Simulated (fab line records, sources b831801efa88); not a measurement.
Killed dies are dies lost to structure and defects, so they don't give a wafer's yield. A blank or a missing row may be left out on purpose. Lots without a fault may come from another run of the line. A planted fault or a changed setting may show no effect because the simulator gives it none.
One fault seen from 2 desks | flow sky130 | each desk has only its own numbers; what lay behind them comes last

THE TOOL OWNER'S DESK: litho_track-01
The tool's own readings at SKY_NWELL_DEVELOP_09 (develop time 60 s): means of the sampled wafers that have a number, for each lot that ran on this tool. A lot is out of limits, marked OUT, if its mean lies more than 4 standard deviations from the usual mean; the brackets give that distance.
Columns: A = chill_plate_temp_C at SKY_NWELL_DEVELOP_09, usual 23.02 C
lot  | first seen here | A
L830 | day 4 14:00     | 22.99
L832 | day 5 01:00     | 23.03
L835 | day 5 19:00     | 22.95
L841 | day 7 08:00     | 22.92
L843 | day 7 15:00     | 22.93
L848 | day 9 05:00     | 23.05
L853 | day 10 16:00    | 23.06
This desk's finding: nothing out of limits on any of the 7 lots.

THE METROLOGY DESK
What the gauges read, lot by lot, whatever tool the lot ran on: means of the sampled wafers that have a number. A lot is out of limits, marked OUT, if its mean lies more than 4 standard deviations from the usual mean; the brackets give that distance.
Columns: A = cd_nm at SKY_VT_ADJUST_HVTP_CD_MEAS_07, usual 380.4 nm; B = VT_ADJUST_LVTN_TW at SKY_VT_ADJUST_LVTN_TW_MEAS_10, usual 243.4
lot  | first seen here | A     | B
L830 | day 6 03:12     | 378.5 | 244.0
L831 | day 6 10:06     | 380.7 | 244.0
L832 | day 6 15:24     | 380.3 | 247.3
L834 | day 7 08:15     | 380.7 | 239.8
L835 | day 7 09:37     | 380.9 | 240.4
L836 | day 7 14:14     | 378.1 | 244.7
L839 | day 8 14:36     | 381.4 | 245.3
L841 | day 9 01:07     | 379.0 | 240.5
L842 | day 9 03:43     | 379.5 | 245.4
L843 | day 9 08:53     | 379.2 | 244.9
L848 | day 11 03:27    | 381.7 | 239.6
L849 | day 11 04:37    | 382.2 | 240.5
L850 | day 12 05:51    | 379.4 | 244.6
L853 | day 12 16:32    | 379.6 | 246.5
This desk's finding: nothing out of limits on any of the 14 lots.

PUT TOGETHER
The tool owner's desk saw nothing out of limits.
The metrology desk saw nothing out of limits.

WHAT THE SIMULATOR HAD PUT IN
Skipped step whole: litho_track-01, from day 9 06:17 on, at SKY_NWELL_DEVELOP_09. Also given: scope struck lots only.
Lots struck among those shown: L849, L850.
